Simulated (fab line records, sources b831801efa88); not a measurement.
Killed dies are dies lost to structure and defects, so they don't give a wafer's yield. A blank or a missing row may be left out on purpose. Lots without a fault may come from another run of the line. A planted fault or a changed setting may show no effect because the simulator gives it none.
Which tool did it? | flow sky130 | 14 lots, 42 wafers sampled, at 1 step of a route of 708

WHAT THE GAUGES READ, wafer by wafer
The record holds no reading of a measuring or inspecting step that can be judged against a usual standard deviation.

WHICH TOOL RAN EACH LOT (tool, then ch and the chambers of the sampled wafers, then the start)
lot  | SKY_VIA2_CMP_24
L798 | cmp-02 ch 0,1, day 36 04:50
L800 | cmp-01 ch 1,2,3, day 36 14:47
L799 | cmp-01 ch 0,2,3, day 36 22:47
L801 | cmp-02 ch 0,1,2, day 37 04:33
L802 | cmp-02 ch 0,3, day 37 17:17
L804 | cmp-02 ch 0,1,2, day 38 07:24
L807 | cmp-01 ch 0,2,3, day 38 20:33
L808 | cmp-01 ch 0,2,3, day 39 08:25
L817 | cmp-01 ch 2,3, day 42 08:11
L815 | cmp-01 ch 1,2, day 42 08:38
L818 | cmp-01 ch 0,1,2, day 42 09:42
L819 | cmp-01 ch 1,2,3, day 42 10:50
L820 | cmp-02 ch 0,1,3, day 42 13:19
L821 | cmp-01 ch 0,3, day 42 19:52
- SKY_VIA2_CMP_24: polishes, stops on SiO2, t overpolish 20 s, target thk 0 nm.

WHAT THE TOOLS THEMSELVES READ (means of the sampled wafers that have a number; where no wafer has one, the mark that the record gives instead)
SKY_VIA2_CMP_24. Usual: motor_current_A 11.3 A, standard deviation 1.1; overpolish_run_s 20.002 s, standard deviation 0.009; platen_rpm 60.00 rpm, standard deviation 0.044; time_to_endpoint_s 100 s, standard deviation 3.5.
lot  | tool   | motor_current_A (A) | overpolish_run_s (s) | platen_rpm (rpm) | time_to_endpoint_s (s) | flag
L798 | cmp-02 | 11.0                | 20.001               | 59.98            | 96                     |
L800 | cmp-01 | 10.7                | 20.003               | 59.97            | 97                     |
L799 | cmp-01 | 11.0                | 19.999               | 59.99            | 99                     |
L801 | cmp-02 | 11.1                | 19.999               | 59.96            | 94                     |
L802 | cmp-02 | 11.6                | 20.002               | 60.02            | 102                    |
L804 | cmp-02 | 10.9                | 20.003               | 60.00            | 103                    |
L807 | cmp-01 | 11.4                | 20.754               | 60.01            | 99                     | OFF
L808 | cmp-01 | 11.1                | 20.752               | 59.97            | 96                     | OFF
L817 | cmp-01 | 10.5                | 19.987               | 60.01            | 99                     |
L815 | cmp-01 | 10.8                | 20.007               | 60.00            | 101                    |
L818 | cmp-01 | 11.1                | 20.003               | 60.06            | 103                    |
L819 | cmp-01 | 10.7                | 19.995               | 59.95            | 104                    |
L820 | cmp-02 | 12.0                | 19.992               | 60.01            | 107                    |
L821 | cmp-01 | 12.5                | 20.010               | 60.00            | 101                    |

THE ANSWER, worked out from the rows above alone
Rule: a lot is off if the mean of its wafers that have a number lies more than 3 standard deviations from the usual mean. A lot without any number at a reading at which 4 lots or more have one is off too. The other lots that the step has rows for count as sound. The gauges are gone through in route order, then the tools' own readings, and for those a lot's mean is taken as printed above. The first step at which some lot is off is used, and at that step the reading that is off furthest; a lot without a number counts as furthest.
Off: L807, L808, at SKY_VIA2_CMP_24 (overpolish_run_s).
A tool fits if, at that step or a process step before it, it ran every lot that is off, and no sound lot after the first of them. None of those tried fits.

WHAT THE SIMULATOR HAD PUT IN
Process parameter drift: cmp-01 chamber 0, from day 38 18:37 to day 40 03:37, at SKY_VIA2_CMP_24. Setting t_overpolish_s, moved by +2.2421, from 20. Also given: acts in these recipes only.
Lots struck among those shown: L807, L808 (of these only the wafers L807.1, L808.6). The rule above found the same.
